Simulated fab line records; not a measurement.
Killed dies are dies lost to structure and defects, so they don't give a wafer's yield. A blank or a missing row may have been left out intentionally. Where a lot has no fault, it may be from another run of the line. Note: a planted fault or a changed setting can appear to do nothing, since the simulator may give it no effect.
8D (eight disciplines) problem report, filled in by code    flow gf180mcu    the parts of the form that need people (team, actions taken, sign-off) are left out

## 1. WHAT WENT WRONG
At GF_V2_SOFTBAKE_10, heaterPowerTotalW averages 96.78 W over 2 wafers from 2 lots, while fault-free wafers read 93.05 W, standard deviation 0.06. That puts it +62 standard deviations away from the usual mean.
The step: time 60 s.
The first sign was on wafer L302.6 at day 22 08:00, on lithoTrack-01. The record has a number at this step for 42 wafers belonging to 14 lots. Rule for "out", or "out of limits": more than 4 standard deviations from the usual mean. Any other wafer with a number is counted as sound.

## 2. WHAT IT IS, WHAT IT ISN'T
question                     is                             is not
which readings at this step  heaterPowerTotalW, runLengthS  resistLineTempC
which lots                   L302, L303                     L295, L298, L299, L300, L301, L310, L313, L314, L315, L316, L317, L318
which wafers of those lots   L302.6, L303.2                 L302.3, L302.4, L303.4, L303.5
read on which tools          lithoTrack-01                  lithoTrack-02, lithoTrack-03
when                         from day 22 08:00              up to then (17 sound wafers); but 23 sound wafers of L303, L310, L313, L314, L315, L316, L317, L318 came after

## 3. THE SUSPECTS, EACH WITH WHAT RULES IT OUT
Counting: any tool at a process step up to the reading remains a suspect provided it ran every lot that is out. Sound lots after the first of them don't rule it out here, since some wafers of a struck lot are sound.
- lithoTrack-01 at GF_V2_SOFTBAKE_10 (time 60 s): kept. It processed each lot that is out (first: L302, day 22 08:00); up to then, its last sound lot is L301 (day 22 00:00). On those wafers its own readings are out: heaterPowerTotalW, runLengthS.
After counting, what remains is lithoTrack-01 at GF_V2_SOFTBAKE_10.

## 4. THE CAUSE (what the simulator had put in)
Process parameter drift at GF_V2_SOFTBAKE_10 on lithoTrack-01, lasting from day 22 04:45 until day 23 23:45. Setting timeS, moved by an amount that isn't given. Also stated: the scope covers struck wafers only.
Only this tool survived the counting.

## 5. THE EFFECT CHAIN, in route order
Each row: a reading where the mean over the struck wafers with a number is more than 3 standard deviations away from the usual. Scope: only readings with a usual standard deviation given in the record; hours: median across lots of the time from each lot's start at the first step in this table that gives one to its start at this step; sigmas: change in usual standard deviations.
hours  step               reading            usual    on struck wafers  change  sigmas
0      GF_V2_SOFTBAKE_10  heaterPowerTotalW  93.05 W  96.78             +3.73   +62
0      GF_V2_SOFTBAKE_10  runLengthS         89.31 s  82.87             -6.44   -50
It contains these process steps:
- GF_V2_SOFTBAKE_10: time 60 s.

## 6. HOW IT WOULD HAVE BEEN CAUGHT EARLIER
3 hours passed between the start of the fault at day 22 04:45 and the first reading out of limits in this record, taken at day 22 08:00.
